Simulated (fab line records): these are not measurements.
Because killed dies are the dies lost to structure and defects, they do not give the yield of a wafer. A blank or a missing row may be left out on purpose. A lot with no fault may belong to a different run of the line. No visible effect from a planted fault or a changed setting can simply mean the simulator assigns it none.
fab line records ; flow sky130
record lots=6; wafers=18; last-day=49
route steps=708 shown VIA2@509 METAL3@532 PAD_OPEN@708
lots that met no fault: from a run of the same line without faults
start-h: the number of hours between the record's first day and the start of the first shown wafer of the lot ; wait-h: time in hours since the lot's previous step ; " unchanged from the row above ; L1.1+2: several wafers, shown together as one row ; - no value, or no start given ; * or withheld: withheld ; < > ~ a bound
route shown NAME@n: a module of which the file shows steps, and the number in the route of the first ; usual: average and standard deviation across the fault-free wafers ; same: alike in all rows ; chamber/n: place in a boat ; sites: the reading at each site ; _std_site: how widely they spread, as a standard deviation ; _edge_site: the outer-site mean with the inner-site mean subtracted ; radius-mm: how far each site lies from the wafer's centre ; mask NAME#n: copy n ; behind: the tool/chamber that last shaped the wafer ; hold: reason for holding the lot/hours on hold/outcome of the hold ; device: transistor that didn't switch, given as n, p or np ; end of line: tests run on the same wafers once the route is complete ; a step with no rows: only its recipe ; killed: the dies lost at the first sort to structure and to defects; this is not the yield of the wafer ; map: the dies of a wafer, with x for killed, . for not killed, _ for no die there
set.NAME: setting as actually run; set.NAME@STEP: the setting as run at that earlier step ; model.NAME: the simulator's own value behind a step, which no gauge read
lots at selected steps of the route; one table per step, one row per wafer
services: when a tool's chamber went out of use (start-h, in hours from the record's first day, below 0 if earlier), for how many hours, and the reason
## steps
# step SKY_VIA2_CMP_02
# recipe material=SiO2; down-force-psi=4; platen-rpm=60; pad-velocity-m-s=0.94248
# usual motor-current-A=12.3/0.86
lot.wafer;tool;chamber;start-h;wait-h;motor-current-A
L541.2;cmp-01;3;867.65;0.1;12.5
L541.1;cmp-01;0;867.65;0.1;12.5
L541.5;cmp-01;1;867.65;0.1;12.3
L542.1;cmp-02;3;869.84;0.1;12.1
L542.4;cmp-02;0;869.84;0.1;11.9
L542.2;cmp-02;1;869.84;0.1;10.7
L544.2;cmp-02;0;880.94;0.0;11.8
L544.1;cmp-02;1;880.94;0.0;11.1
L544.3;cmp-02;3;880.94;0.0;12.4
L546.1;cmp-01;3;891.10;0.1;11.7
L546.4;cmp-01;0;891.10;0.1;11.5
L546.6;cmp-01;2;891.10;0.1;12.9
L549.2;cmp-01;0;923.84;0.2;12.0
L549.5;cmp-01;3;923.84;0.2;12.4
L549.6;cmp-01;0;923.84;0.2;11.4
L556.4;cmp-01;3;966.69;0.1;12.9
L556.2;cmp-01;0;966.69;0.1;12.5
L556.5;cmp-01;3;966.69;0.1;13.0
# step SKY_VIA2_BOW_MEAS_03
# recipe mode=bow
# usual VIA2_BOW=88/7
lot.wafer;tool;chamber;start-h;wait-h;VIA2_BOW[um]
L541.1;film-metro-01;-;867.85;0.1;93
L541.2;film-metro-01;-;867.85;0.1;90
L541.5;film-metro-01;-;867.85;0.1;96
L542.1;film-metro-03;-;870.09;0.2;82
L542.2;film-metro-03;-;870.09;0.2;99
L542.4;film-metro-03;-;870.09;0.2;89
L544.1;film-metro-03;-;881.24;0.2;72
L544.2;film-metro-03;-;881.24;0.2;72
L544.3;film-metro-03;-;881.24;0.2;88
L546.1;film-metro-01;-;891.30;0.1;76
L546.4;film-metro-01;-;891.30;0.1;86
L546.6;film-metro-01;-;891.30;0.1;80
L549.2;film-metro-01;-;924.11;0.2;83
L549.5;film-metro-01;-;924.11;0.2;93
L549.6;film-metro-01;-;924.11;0.2;74
L556.2;film-metro-02;-;966.96;0.2;79
L556.4;film-metro-02;-;966.96;0.2;89
L556.5;film-metro-02;-;966.96;0.2;90
# step SKY_VIA2_DEHYDRATE_04
# recipe temp-c=200; time-s=60
# step SKY_VIA2_HMDS_05
# recipe prime-time-s=60; prime-temp-c=120
# step SKY_VIA2_COAT_06
# recipe resist=BARC; temp-c=withheld; time-s=withheld; spin-rpm=3000; resist-thk-nm=60
# step SKY_VIA2_COAT_07
# recipe resist=KrF-thick; spin-rpm=3000; resist-thk-nm=450
# step SKY_VIA2_SOFTBAKE_08
# recipe temp-c=100; time-s=90; resist=KrF-thick
# step SKY_VIA2_EXPOSE_09
# recipe mask-id=VIM2; na=0.8; source-shape=annular; sigma-inner=0.55; sigma-outer=0.85; target-cd-nm=200; dose-mj=38
# step SKY_VIA2_PEB_10
# recipe peb-temp-c=withheld; peb-time-s=withheld; resist=KrF-thick
# step SKY_VIA2_DEVELOP_11
# recipe develop-time-s=60; resist=KrF-thick; dev-temp-c=21
# step SKY_VIA2_CD_MEAS_12
# recipe target-cd-nm=200
# usual cd-nm=199.8/1.5
lot.wafer;tool;chamber;start-h;wait-h;cd-nm
L541.1;cd-sem-02;-;893.18;-;199.7
L541.2;cd-sem-02;-;893.18;-;200.8
L541.5;cd-sem-02;-;893.18;-;200.3
L542.1;cd-sem-01;-;896.16;-;202.4
L542.2;cd-sem-01;-;896.16;-;202.1
L542.4;cd-sem-01;-;896.16;-;202.1
L544.1;cd-sem-01;-;907.18;-;201.9
L544.2;cd-sem-01;-;907.18;-;201.2
L544.3;cd-sem-01;-;907.18;-;199.8
L546.1;cd-sem-02;-;917.11;-;198.6
L546.4;cd-sem-02;-;917.11;-;198.0
L546.6;cd-sem-02;-;917.11;-;197.3
L549.2;cd-sem-01;-;948.71;-;200.0
L549.5;cd-sem-01;-;948.71;-;200.2
L549.6;cd-sem-01;-;948.71;-;200.0
L556.2;cd-sem-02;-;990.65;-;199.3
L556.4;cd-sem-02;-;990.65;-;201.4
L556.5;cd-sem-02;-;990.65;-;198.1
# step SKY_VIA2_OVL_MEAS_13
# usual VIA2_OVL=2/5.1
lot.wafer;tool;chamber;start-h;wait-h;VIA2_OVL[nm]
L541.1;overlay-01;-;893.30;0.1;7
L541.2;overlay-01;-;893.30;0.1;2
L541.5;overlay-01;-;893.30;0.1;8
L542.1;overlay-02;-;896.28;0.1;-8
L542.2;overlay-02;-;896.28;0.1;3
L542.4;overlay-02;-;896.28;0.1;3
L544.1;overlay-02;-;907.30;0.1;3
L544.2;overlay-02;-;907.30;0.1;-1
L544.3;overlay-02;-;907.30;0.1;4
L546.1;overlay-01;-;917.23;0.1;0
L546.4;overlay-01;-;917.23;0.1;-2
L546.6;overlay-01;-;917.23;0.1;1
L549.2;overlay-01;-;948.82;0.1;5
L549.5;overlay-01;-;948.82;0.1;6
L549.6;overlay-01;-;948.82;0.1;2
L556.2;overlay-01;-;990.75;0.1;7
L556.4;overlay-01;-;990.75;0.1;4
L556.5;overlay-01;-;990.75;0.1;1
# step SKY_VIA2_ETCH_14
# recipe chemistry=N2/H2; target=BARC; ion-energy-ev=200; source-w=500; bias-w=100; pressure-mtorr=30; n2-flow-sccm=100; h2-flow-sccm=200; stop-on=SiO2; time-s=45.9; target-depth-a=600
# usual drypump-motor-current-A=5.7/0.41; oes-product-au=0.855/0.0049; throttle-valve-pct=13.225/0.0097
lot.wafer;tool;chamber;start-h;wait-h;drypump-motor-current-A;oes-product-au;rf-hours-counter-h;throttle-valve-pct;model.KrF-thick_of_VIA2_COAT_07.thk-nm;model.etch.depth-nm;model.VIA2.cd-nm
L541.1;rie-diel-02;3;893.33;0.0;5.3;0.863;9;13.239;394.5;60.19;201.4
L541.2;rie-diel-02;2;893.33;0.0;5.9;0.859;3;13.238;395.9;60.28;200.9
L541.5;rie-diel-02;1;893.33;0.0;5.3;0.861;-;13.237;394.9;60.28;201.1
L542.1;rie-diel-01;1;896.32;0.0;5.6;0.855;2;13.247;393.9;60.13;201.6
L542.2;rie-diel-01;3;896.32;0.0;5.2;0.854;7;13.224;394.6;60.19;202.5
L542.4;rie-diel-01;0;896.32;0.0;5.1;0.851;11;13.216;395.3;60.07;200.1
L544.1;rie-diel-01;3;907.33;0.0;5.2;0.862;8;13.235;390.7;60.2;202.3
L544.2;rie-diel-01;1;907.33;0.0;5.6;0.848;3;13.218;390.5;60.05;201.4
L544.3;rie-diel-01;2;907.33;0.0;5.9;0.713;2;13.205;410.4;43.08;197
L546.1;rie-diel-01;0;917.27;0.0;5.1;0.864;12;13.234;392.9;60.13;197.6
L546.4;rie-diel-01;3;917.27;0.0;5.2;0.721;8;13.211;412.1;42.79;193.8
L546.6;rie-diel-01;2;917.27;0.0;5.9;0.713;-;13.202;410.9;42.27;193.4
L549.2;rie-diel-02;3;948.85;0.0;5.3;0.851;11;13.226;392.5;60.02;200.4
L549.5;rie-diel-02;2;948.85;0.0;5.9;0.861;-;13.222;391.9;60.1;200.3
L549.6;rie-diel-02;3;948.85;0.0;5.3;0.847;-;13.214;391.8;60.18;200.5
L556.2;rie-diel-02;2;990.78;0.0;5.9;0.855;7;13.228;392.3;59.67;199.1
L556.4;rie-diel-02;1;990.78;0.0;5.3;0.856;14;13.218;391.2;59.56;201.5
L556.5;rie-diel-02;2;990.78;0.0;5.9;0.857;-;13.219;392.3;60.04;198.1
# step SKY_VIA2_ETCH_15
# recipe target=SiO2; chemistry=C4F8/O2/Ar; target-depth-nm=546; stop-on=TiN; mask-material=KrF-thick; source-w=1500; bias-w=1200; pressure-mtorr=40; c4f8-flow-sccm=withheld; O2_flow_sccm=6; Ar_flow_sccm=300; time-s=84
# usual oes-product-au=0.939/0.0051
lot.wafer;tool;chamber;start-h;wait-h;oes-product-au;rf-hours-counter-h;model.KrF-thick_of_VIA2_COAT_07.thk-nm
L541.1;rie-diel-02;3;893.38;0.0;0.940;9;282.3
L541.2;rie-diel-02;2;893.38;0.0;0.937;3;286.1
L541.5;rie-diel-02;1;893.38;0.0;0.937;-;284
L542.1;rie-diel-01;1;896.36;0.0;0.943;2;282
L542.2;rie-diel-01;3;896.36;0.0;0.928;7;285.2
L542.4;rie-diel-01;0;896.36;0.0;0.944;11;287.6
L544.1;rie-diel-01;3;907.38;0.0;0.947;8;283.6
L544.2;rie-diel-01;1;907.38;0.0;0.943;3;280.1
L544.3;rie-diel-01;2;907.38;0.0;0.381;2;302.1
L546.1;rie-diel-01;0;917.31;0.0;0.930;12;287
L546.4;rie-diel-01;3;917.31;0.0;0.370;8;304
L546.6;rie-diel-01;2;917.31;0.0;0.377;-;304.3
L549.2;rie-diel-02;3;948.89;0.0;0.935;11;279.8
L549.5;rie-diel-02;2;948.89;0.0;0.941;-;281.7
L549.6;rie-diel-02;3;948.89;0.0;0.942;-;279.5
L556.2;rie-diel-02;2;990.83;0.0;0.943;7;283
L556.4;rie-diel-02;1;990.83;0.0;0.951;14;279.2
L556.5;rie-diel-02;2;990.83;0.0;0.933;-;283.7
# step SKY_VIA2_STRIP_16
# recipe chemistry=O2/N2; power-w=1400; pressure-mtorr=1500; platen-temp-c=withheld; o2-flow-sccm=3000; n2-flow-sccm=300; overash-fraction=0.5
# usual drypump-motor-current-A=6.04/0.25; oes-product-au=0.398/0.0045; strip-time-to-endpoint-s=4.04/0.038
lot.wafer;tool;chamber;start-h;wait-h;drypump-motor-current-A;oes-product-au;rf-hours-counter-h;strip-time-to-endpoint-s
L541.1;plasma-asher-03;0;893.44;0.0;6.15;0.399;47;4.05
L541.2;plasma-asher-03;1;893.44;0.0;5.54;0.394;47;4.08
L541.5;plasma-asher-03;0;893.44;0.0;6.17;0.397;-;4.05
L542.1;plasma-asher-01;0;896.42;0.0;6.20;0.397;100;4.02
L542.2;plasma-asher-01;1;896.42;0.0;6.19;0.393;100;4.09
L542.4;plasma-asher-01;0;896.42;0.0;6.18;0.403;-;4.10
L544.1;plasma-asher-01;1;907.44;0.0;6.19;0.398;101;4.05
L544.2;plasma-asher-01;0;907.44;0.0;6.15;0.397;101;4.02
L544.3;plasma-asher-01;1;907.44;0.0;6.19;0.408;-;4.23
L546.1;plasma-asher-01;1;917.37;0.0;6.21;0.402;102;4.08
L546.4;plasma-asher-01;1;917.37;0.0;6.25;0.398;-;4.28
L546.6;plasma-asher-01;0;917.37;0.0;6.15;0.401;-;4.28
L549.2;plasma-asher-02;0;948.95;0.0;5.96;0.391;22;4.00
L549.5;plasma-asher-02;0;948.95;0.0;5.96;0.405;-;4.03
L549.6;plasma-asher-02;1;948.95;0.0;6.28;0.401;-;4.01
L556.2;plasma-asher-01;0;990.89;0.0;6.14;0.402;111;4.05
L556.4;plasma-asher-01;1;990.89;0.0;6.23;0.400;-;4.00
L556.5;plasma-asher-01;0;990.89;0.0;6.15;0.394;-;4.06
# step SKY_VIA2_STRIP_17
# recipe chemistry=post-etch-residue-remover; time-s=1200; temp-c=72.5
# step SKY_VIA2_CLEAN_18
# recipe chemistry=IPA; time-s=180; temp-c=25
# step SKY_VIA2_CLEAN_19
# recipe chemistry=O3/DIW; dry=n2-spin
# step SKY_VIA2_SPUTTER_20
# recipe material=TiN; target-thk-nm=20; chamber-pressure-pa=5; power-w=4000; time-s=80
# usual cathode-dc-power-W=3999.9/0.71; throttle-valve-pct=29.9/0.95
lot.wafer;tool;chamber;start-h;wait-h;cathode-dc-power-W;throttle-valve-pct
L541.1;pvd-sputter-04;-;894.04;0.0;3999.9;30.1
L541.2;pvd-sputter-04;-;894.04;0.0;3999.7;30.8
L541.5;pvd-sputter-04;-;894.04;0.0;4000.3;31.3
L542.1;pvd-sputter-02;-;897.16;0.0;4001.0;28.7
L542.2;pvd-sputter-02;-;897.16;0.0;3998.6;28.7
L542.4;pvd-sputter-02;-;897.16;0.0;3999.6;29.4
L544.1;pvd-sputter-01;-;908.03;0.0;4000.6;28.9
L544.2;pvd-sputter-01;-;908.03;0.0;4000.2;30.8
L544.3;pvd-sputter-01;-;908.03;0.0;4000.2;28.3
L546.1;pvd-sputter-01;-;918.00;0.0;4000.9;28.6
L546.4;pvd-sputter-01;-;918.00;0.0;3999.8;30.7
L546.6;pvd-sputter-01;-;918.00;0.0;4001.4;30.9
L549.2;pvd-sputter-04;-;949.54;0.0;4000.5;31.1
L549.5;pvd-sputter-04;-;949.54;0.0;4001.2;30.7
L549.6;pvd-sputter-04;-;949.54;0.0;4000.2;31.1
L556.2;pvd-sputter-04;-;991.48;0.0;3999.9;30.7
L556.4;pvd-sputter-04;-;991.48;0.0;4000.7;31.1
L556.5;pvd-sputter-04;-;991.48;0.0;3998.4;31.1
# step SKY_VIA2_CVD_21
# recipe material=W; target-thk-nm=420; time-s=126.4; temp-c=400; pressure-torr=40
# usual heater-power-w=888/130
lot.wafer;tool;chamber;start-h;wait-h;heater-power-w
L541.1;cvd-w-02;0;894.10;0.0;942
L541.2;cvd-w-02;1;894.10;0.0;800
L541.5;cvd-w-02;1;894.10;0.0;800
L542.1;cvd-w-01;1;897.22;0.0;1046
L542.2;cvd-w-01;0;897.22;0.0;767
L542.4;cvd-w-01;1;897.22;0.0;1034
L544.1;cvd-w-01;1;908.09;0.0;1020
L544.2;cvd-w-01;0;908.09;0.0;754
L544.3;cvd-w-01;0;908.09;0.0;760
L546.1;cvd-w-02;1;918.06;0.0;776
L546.4;cvd-w-02;0;918.06;0.0;907
L546.6;cvd-w-02;0;918.06;0.0;901
L549.2;cvd-w-01;1;949.60;0.0;1061
L549.5;cvd-w-01;1;949.60;0.0;1059
L549.6;cvd-w-01;0;949.60;0.0;768
L556.2;cvd-w-02;0;991.54;0.0;923
L556.4;cvd-w-02;0;991.54;0.0;898
L556.5;cvd-w-02;0;991.54;0.0;930
# step SKY_VIA2_CMP_24
# recipe stop-on=SiO2; t-overpolish-s=20; down-force-psi=3.5; platen-rpm=60; target-thk-nm=0; pad-velocity-m-s=0.94248
# usual motor-current-A=11.3/0.84; overpolish-run-s=19.999/0.0091; time-to-endpoint-s=102/4.4
lot.wafer;tool;chamber;start-h;wait-h;motor-current-A;overpolish-run-s;time-to-endpoint-s
L541.2;cmp-01;1;894.41;0.0;11.3;20.000;98
L541.1;cmp-01;0;894.41;0.0;10.6;20.002;103
L541.5;cmp-01;1;894.41;0.0;12.0;20.011;98
L542.1;cmp-01;0;897.53;0.1;11.2;19.993;106
L542.4;cmp-01;2;897.53;0.1;12.0;20.010;107
L542.2;cmp-01;3;897.53;0.1;11.7;19.984;106
L544.1;cmp-02;2;908.40;0.1;12.2;19.985;103
L544.3;cmp-02;3;908.40;0.1;11.4;20.007;104
L544.2;cmp-02;0;908.40;0.1;11.9;20.002;100
L546.1;cmp-02;1;918.37;0.1;9.3;20.001;100
L546.4;cmp-02;3;918.37;0.1;11.0;20.000;92
L546.6;cmp-02;1;918.37;0.1;9.8;20.001;94
L549.2;cmp-02;0;949.91;0.0;11.1;19.994;99
L549.6;cmp-02;0;949.91;0.0;11.1;20.013;98
L549.5;cmp-02;1;949.91;0.0;9.5;20.010;104
L556.2;cmp-01;3;991.85;0.0;11.4;19.999;101
L556.4;cmp-01;2;991.85;0.0;11.8;20.017;107
L556.5;cmp-01;3;991.85;0.0;11.5;20.009;102
# step SKY_METAL3_SPUTTER_00
# recipe material=Ti; target-thk-nm=15; power-w=3000; time-s=10; chamber-pressure-pa=0.4
# usual cathode-dc-power-W=3000.0/0.59; throttle-valve-pct=30.2/0.75
lot.wafer;tool;chamber;start-h;wait-h;cathode-dc-power-W;throttle-valve-pct
L541.1;pvd-sputter-01;-;894.71;0.1;3000.1;28.7
L541.2;pvd-sputter-01;-;894.71;0.1;3000.7;28.7
L541.5;pvd-sputter-01;-;894.71;0.1;2999.2;28.5
L542.1;pvd-sputter-03;-;897.83;0.2;3000.4;29.8
L542.2;pvd-sputter-03;-;897.83;0.2;2998.6;29.4
L542.4;pvd-sputter-03;-;897.83;0.2;3001.1;29.5
L544.1;pvd-sputter-04;-;908.70;0.2;3001.4;29.8
L544.2;pvd-sputter-04;-;908.70;0.2;3000.4;30.8
L546.1;pvd-sputter-04;-;918.67;0.2;2999.4;31.2
L549.2;pvd-sputter-01;-;950.21;0.2;3001.6;29.3
L549.5;pvd-sputter-01;-;950.21;0.2;3000.1;29.2
L549.6;pvd-sputter-01;-;950.21;0.2;3000.0;28.8
L556.2;pvd-sputter-03;-;992.15;0.2;2999.8;29.9
L556.4;pvd-sputter-03;-;992.15;0.2;2999.6;29.7
L556.5;pvd-sputter-03;-;992.15;0.2;2999.9;30.2
# step SKY_METAL3_SPUTTER_01
# recipe material=TiN; target-thk-nm=20; power-w=6500; time-s=16.7; chamber-pressure-pa=0.4
# usual cathode-dc-power-W=6499.8/1.3; throttle-valve-pct=30.2/0.76
lot.wafer;tool;chamber;start-h;wait-h;cathode-dc-power-W;throttle-valve-pct
L541.1;pvd-sputter-01;-;894.73;0.0;6498.7;29.2
L541.2;pvd-sputter-01;-;894.73;0.0;6499.8;28.6
L541.5;pvd-sputter-01;-;894.73;0.0;6499.7;28.5
L542.1;pvd-sputter-03;-;897.85;0.0;6499.7;30.3
L542.2;pvd-sputter-03;-;897.85;0.0;6498.8;29.5
L542.4;pvd-sputter-03;-;897.85;0.0;6501.3;29.6
L544.1;pvd-sputter-04;-;908.72;0.0;6500.6;30.2
L544.2;pvd-sputter-04;-;908.72;0.0;6501.7;30.9
L546.1;pvd-sputter-04;-;918.70;0.0;6501.0;31.2
L549.2;pvd-sputter-01;-;950.24;0.0;6500.2;29.2
L549.5;pvd-sputter-01;-;950.24;0.0;6499.9;28.9
L549.6;pvd-sputter-01;-;950.24;0.0;6500.5;28.4
L556.2;pvd-sputter-03;-;992.18;0.0;6500.0;30.2
L556.4;pvd-sputter-03;-;992.18;0.0;6501.3;29.6
L556.5;pvd-sputter-03;-;992.18;0.0;6497.6;30.5
# step SKY_METAL3_SPUTTER_02
# recipe material=AlCu; target-thk-nm=735; power-w=10600; time-s=39.1; chamber-pressure-pa=0.4
# usual cathode-dc-power-W=10600/1.8; throttle-valve-pct=30.2/0.74
lot.wafer;tool;chamber;start-h;wait-h;cathode-dc-power-W;throttle-valve-pct
L541.1;pvd-sputter-01;-;894.76;0.0;10599;29.4
L541.2;pvd-sputter-01;-;894.76;0.0;10603;28.9
L541.5;pvd-sputter-01;-;894.76;0.0;10598;28.4
L542.1;pvd-sputter-03;-;897.88;0.0;10599;30.6
L542.2;pvd-sputter-03;-;897.88;0.0;10599;29.6
L542.4;pvd-sputter-03;-;897.88;0.0;10598;29.3
L544.1;pvd-sputter-04;-;908.75;0.0;10598;29.8
L544.2;pvd-sputter-04;-;908.75;0.0;10601;30.9
L546.1;pvd-sputter-04;-;918.72;0.0;10600;30.9
L549.2;pvd-sputter-01;-;950.26;0.0;10601;29.1
L549.5;pvd-sputter-01;-;950.26;0.0;10601;29.2
L549.6;pvd-sputter-01;-;950.26;0.0;10603;28.6
L556.2;pvd-sputter-03;-;992.20;0.0;10601;30.1
L556.4;pvd-sputter-03;-;992.20;0.0;10603;29.6
L556.5;pvd-sputter-03;-;992.20;0.0;10601;30.2
# step SKY_PAD_OPEN_PROBE_99
lot.wafer;tool;chamber;start-h;wait-h;model.etest.field-p.open;model.etest.nfet_05v0_nvt.open;model.etest.cap-poly-to-well.open;model.etest.pfet_01v8_mvt.open;model.etest.res-pdiff.open;model.etest.licon-poly.open;model.etest.sonos-baked.open;model.etest.nfet-g5v0d10v5.under-floor
L541.1+2+5;prober-01;-;1112.01;0.1;0;0;0;0;0;0;0;0
L542.1+2+4;prober-02;-;1113.51;0.1;0;0;0;0;0;0;0;0
L544.1+2;prober-02;-;1121.66;0.1;0;0;0;0;0;0;0;0
L544.3;prober-02;-;1121.76;0.2;1;1;1;1;1;1;1;1
L546.1;prober-02;-;1129.69;0.1;0;0;0;0;0;0;0;0
L546.4+6;prober-02;-;1129.84;0.2;1;1;1;1;1;1;1;1
L549.2+5+6;prober-01;-;1153.79;0.1;0;0;0;0;0;0;0;0
L556.2+4+5;prober-02;-;1182.26;0.1;0;0;0;0;0;0;0;0
# killed by level:class
L541.1 CONTACT:geometric-particle:open=13 VIA1:geometric-particle:open=10 LI_CONTACT:geometric-particle:open=9 POLY_GATE:geometric-particle:open=5 LOCAL_INTERCONNECT:geometric-particle:short=5 FIELD_ISO:geometric-particle:short=4 METAL2:geometric-particle:short=4 VIA1:geometric-particle:short=4
L541.2 VIA1:geometric-particle:open=10 VIA1:geometric-particle:short=9 CONTACT:geometric-particle:open=8 METAL1:geometric-particle:short=7 LI_CONTACT:geometric-particle:open=6 VIA3:geometric-particle:open=6 LOCAL_INTERCONNECT:geometric-particle:short=5 METAL3:geometric-particle:short=4
L541.5 VIA1:geometric-particle:open=12 CONTACT:geometric-particle:open=8 FIELD_ISO:geometric-particle:short=6 METAL1:geometric-particle:short=5 VIA3:geometric-particle:open=5 FIELD_ISO:geometric-particle:open=4 CONTACT:geometric-particle:short=4 VIA1:geometric-particle:short=4
L542.1 CONTACT:geometric-particle:open=9 LI_CONTACT:geometric-particle:open=6 METAL1:geometric-particle:short=6 METAL2:geometric-particle:short=6 FIELD_ISO:geometric-particle:short=4 CONTACT:geometric-particle:short=4 VIA1:geometric-particle:open=4 VIA2:geometric-particle:open=4
L542.2 LI_CONTACT:geometric-particle:open=11 CONTACT:geometric-particle:open=9 VIA3:geometric-particle:open=7 METAL1:geometric-particle:short=6 POLY_GATE:geometric-particle:open=5 VIA1:geometric-particle:open=4 VIA1:geometric-particle:short=4 VIA2:geometric-particle:short=4
L542.4 VIA1:geometric-particle:open=9 VIA3:geometric-particle:open=8 LI_CONTACT:geometric-particle:open=7 CONTACT:geometric-particle:open=7 FIELD_ISO:geometric-particle:open=5 METAL1:geometric-particle:short=5 VIA2:geometric-particle:open=5 VIA2:geometric-particle:short=4
L549.2 CONTACT:geometric-particle:open=8 FIELD_ISO:geometric-particle:open=6 LI_CONTACT:geometric-particle:open=6 METAL2:geometric-particle:short=6 CONTACT:geometric-particle:short=6 VIA3:geometric-particle:open=5 VIA1:geometric-particle:short=5 VIA1:geometric-particle:open=5
L549.5 VIA1:geometric-particle:open=13 CONTACT:geometric-particle:open=11 METAL1:geometric-particle:short=9 METAL2:geometric-particle:short=8 VIA2:geometric-particle:open=7 POLY_GATE:geometric-particle:short=6 LI_CONTACT:geometric-particle:open=6 FIELD_ISO:geometric-particle:open=4
L549.6 VIA3:geometric-particle:open=10 VIA1:geometric-particle:open=9 LOCAL_INTERCONNECT:geometric-particle:short=7 METAL2:geometric-particle:short=7 CONTACT:geometric-particle:short=6 CONTACT:geometric-particle:open=5 LI_CONTACT:geometric-particle:open=4 METAL1:geometric-particle:short=4
L556.2 CONTACT:geometric-particle:open=10 VIA2:geometric-particle:open=10 VIA3:geometric-particle:open=9 CONTACT:geometric-particle:short=8 VIA1:geometric-particle:open=8 METAL1:geometric-particle:short=8 POLY_GATE:geometric-particle:open=7 LI_CONTACT:geometric-particle:open=6
L556.4 CONTACT:geometric-particle:open=13 VIA1:geometric-particle:short=6 POLY_GATE:geometric-particle:open=6 VIA1:geometric-particle:open=5 METAL3:geometric-particle:short=5 VIA3:geometric-particle:open=5 CONTACT:geometric-particle:short=4 METAL1:geometric-particle:open=4
L556.5 LI_CONTACT:geometric-particle:open=11 METAL1:geometric-particle:short=9 VIA3:geometric-particle:open=8 VIA1:geometric-particle:open=7 CONTACT:geometric-particle:open=6 VIA2:geometric-particle:open=6 FIELD_ISO:geometric-particle:open=5 LI_CONTACT:geometric-particle:short=4
## services
tool;chamber;start-h;hours;kind
cvd-w-01;-;845.21;0.7;repair
plasma-asher-01;-;847.46;3.7;repair
rie-diel-01;3;862.63;4.5;repair
cmp-01;-;873.27;15.6;repair
cmp-02;-;888.95;2.2;repair
rie-diel-01;2;903.86;1.9;repair
rie-diel-02;-;907.11;3.1;repair
cmp-01;-;911.38;0.5;repair
pvd-sputter-03;-;912.59;0.9;repair
cmp-01;-;913.04;4.0;pm
pvd-sputter-03;-;920.81;3.0;repair
pvd-sputter-04;-;921.56;5.2;repair
cmp-02;-;934.23;0.5;repair
rie-diel-01;0;935.75;3.9;repair
rie-diel-01;1;944.59;4.1;repair
rie-diel-02;1;948.66;23.1;repair
rie-diel-02;0;955.90;5.5;repair
pvd-sputter-01;-;962.25;1.6;repair
rie-diel-01;1;965.38;9.6;repair
cmp-02;-;966.79;6.7;pm
cmp-02;-;973.50;9.0;pm
pvd-sputter-01;-;979.80;2.3;repair
pvd-sputter-03;-;981.53;1.4;repair
cmp-01;-;986.98;2.6;repair
## key
first-sign step=SKY_VIA2_ETCH_14; reading=oes-product-au; direction=down; sigmas=29; usual=0.855; struck=0.716
effect step=SKY_VIA2_ETCH_15; reading=oes-product-au; direction=down; sigmas=99+; usual=0.939; struck=0.376
effect step=SKY_VIA2_STRIP_16; reading=strip-time-to-endpoint-s; direction=up; sigmas=5.8; usual=*; struck=*
effect step=SKY_METAL3_SPUTTER_00; reading=visit; direction=missing
effect step=SKY_METAL3_SPUTTER_01; reading=visit; direction=missing
effect step=SKY_METAL3_SPUTTER_02; reading=visit; direction=missing
model-effect step=SKY_VIA2_ETCH_14; value=KrF-thick_of_VIA2_COAT_07.thk-nm; without=392; struck=411.1
model-effect step=SKY_VIA2_ETCH_15; value=KrF-thick_of_VIA2_COAT_07.thk-nm; without=284.4; struck=303.5
model-effect step=SKY_PAD_OPEN_PROBE_99; value=etest.field-p.open; without=0; struck=1
met-at SKY_VIA2_ETCH_14
struck-wafers L544.3,L546.4,L546.6
later-rows-left-out L544.3,L546.4,L546.6
sort-left-out L544.3,L546.4,L546.6
onset-between 896.32 907.33
fault kind=process-parameter-drift; tool=rie-diel-01; chamber=-; onset-h=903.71; steps=SKY_VIA2_ETCH_14; channel=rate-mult; offset=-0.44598; shape=step; end-h=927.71; scope=struck-wafers-only
# sort-left-out: the simulated sort isn't trusted on such a fault, so these wafers' sort isn't shown, and their yield isn't known
# later-rows-left-out: the simulator's readings of these wafers behind a module that went badly wrong aren't trusted and aren't shown, but for the sort
